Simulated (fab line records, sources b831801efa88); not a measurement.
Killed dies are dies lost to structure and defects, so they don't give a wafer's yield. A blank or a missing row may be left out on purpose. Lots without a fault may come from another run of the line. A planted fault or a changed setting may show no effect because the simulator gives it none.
A struck lot beside a sound one | flow sky130 | 22 steps out of a route of 708
Sound: wafers L224.3, L224.4, L224.6. Struck: wafers L220.2, L220.5, L220.6. The cause comes at the end.
At each step with rows: each side's tool, then ch and its chambers, then its first start. Under that, the readings that differ: sound wafers | struck wafers | difference of the means | sigmas: that difference in standard deviations of wafers without a fault.
alike: readings whose means differ by less than 2 such deviations, and words and numbers that are the same on both sides. not compared: withheld readings, readings that some wafer has no value for, bounds like >300 that may hide the same value, and numbers for which the record gives no deviation and whose values overlap.
The two part at a step that has a row with sigmas, a row that says differs or no value, or rows on one side only. Numbers that don't overlap but have no deviation are shown without sigmas and don't part them. A reading that every wafer of one side lacks parts them only if that side has two wafers or more.

first, 6 steps without rows for these wafers: SKY_LDD_HVN_HMDS_01 (prime time 60 s); SKY_LDD_HVN_COAT_02 (resist thk 300 nm); SKY_LDD_HVN_SOFTBAKE_03 (time 60 s); SKY_LDD_HVN_EXPOSE_04 (exposes mask HVNTM, target cd 700 nm); SKY_LDD_HVN_PEB_05; SKY_LDD_HVN_DEVELOP_06 (develop time 60 s).
SKY_LDD_HVN_OVL_MEAS_07:
  sound on overlay-01, day 26 00:30; struck on overlay-01, day 24 18:50
  alike: LDD_HVN_OVL
then, 1 step without rows for these wafers: SKY_LDD_HVN_IMPLANT_08.
SKY_LDD_HVN_STRIP_09: strips in O2/N2.
  sound on plasma_asher-03 ch 0,1, day 26 00:43; struck on plasma_asher-03 ch 0,1, day 24 19:01
  alike: drypump_motor_current_A, oes_product_au, strip_time_to_endpoint_s
  not compared: rf_hours_counter_h
SKY_LDD_HVN_TW_MEAS_10:
  sound on film_metro-01, day 26 00:47; struck on film_metro-01, day 24 19:08
  alike: LDD_HVN_TW
then, 2 steps without rows for these wafers: SKY_LDD_HVP_DEHYDRATE_00 (time 60 s); SKY_LDD_HVP_HMDS_01 (prime time 60 s).
SKY_LDD_HVP_COAT_02: resist thk 300 nm.
  sound on litho_track-02 ch 0, day 26 14:39; struck on litho_track-03 ch 0, day 25 10:22
  reading                                      | sound                | struck               | difference | sigmas
  spin_speed_rpm (rpm)                         | 3000.1 3000.7 2998.2 | 2943.3 2945.9 2943.4 | -55.5      | -31
  model.NOVOLAK_of_LDD_HVP_COAT_02.thk_nm (nm) | 299.8 299.5 299      | 304.7 303.5 304.5    | +4.8       |
then, 3 steps without rows for these wafers: SKY_LDD_HVP_SOFTBAKE_03 (time 60 s); SKY_LDD_HVP_EXPOSE_04 (exposes mask HVPTM, target cd 700 nm); SKY_LDD_HVP_PEB_05.
SKY_LDD_HVP_DEVELOP_06: develop time 60 s.
  sound on litho_track-03 ch 0, day 27 05:20; struck on litho_track-02 ch 0, day 26 00:43
  reading                                      | sound             | struck            | difference | sigmas
  model.NOVOLAK_of_LDD_HVP_COAT_02.thk_nm (nm) | 299.4 299.1 298.6 | 304.2 303.1 304.1 | +4.8       |
SKY_LDD_HVP_OVL_MEAS_07:
  sound on overlay-01, day 27 05:27; struck on overlay-01, day 26 00:51
  alike: LDD_HVP_OVL
then, 1 step without rows for these wafers: SKY_LDD_HVP_IMPLANT_08.
SKY_LDD_HVP_STRIP_09: strips in O2/N2.
  sound on plasma_asher-02 ch 0,1, day 27 05:40; struck on plasma_asher-04 ch 0,1, day 26 01:02
  reading                      | sound             | struck            | difference | sigmas
  strip_time_to_endpoint_s (s) | 4.133 4.135 4.118 | 4.206 4.171 4.210 | +0.067     | +4
  alike: drypump_motor_current_A, oes_product_au
  not compared: rf_hours_counter_h
SKY_LDD_HVP_TW_MEAS_10:
  sound on film_metro-02, day 27 05:44; struck on film_metro-03, day 26 01:08
  alike: LDD_HVP_TW
then, 1 step without rows for these wafers: SKY_PAD_OPEN_PROBE_99.

WHERE THEY PART
First at SKY_LDD_HVP_COAT_02; last, within this record, at SKY_LDD_HVP_STRIP_09. Later steps at which nothing parts them and some readings are alike: SKY_LDD_HVP_TW_MEAS_10.

WHY: what the simulator had put in
Process parameter drift: litho_track-03, from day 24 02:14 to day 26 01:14, at SKY_LDD_HVP_COAT_02. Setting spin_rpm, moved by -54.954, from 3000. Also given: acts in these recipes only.
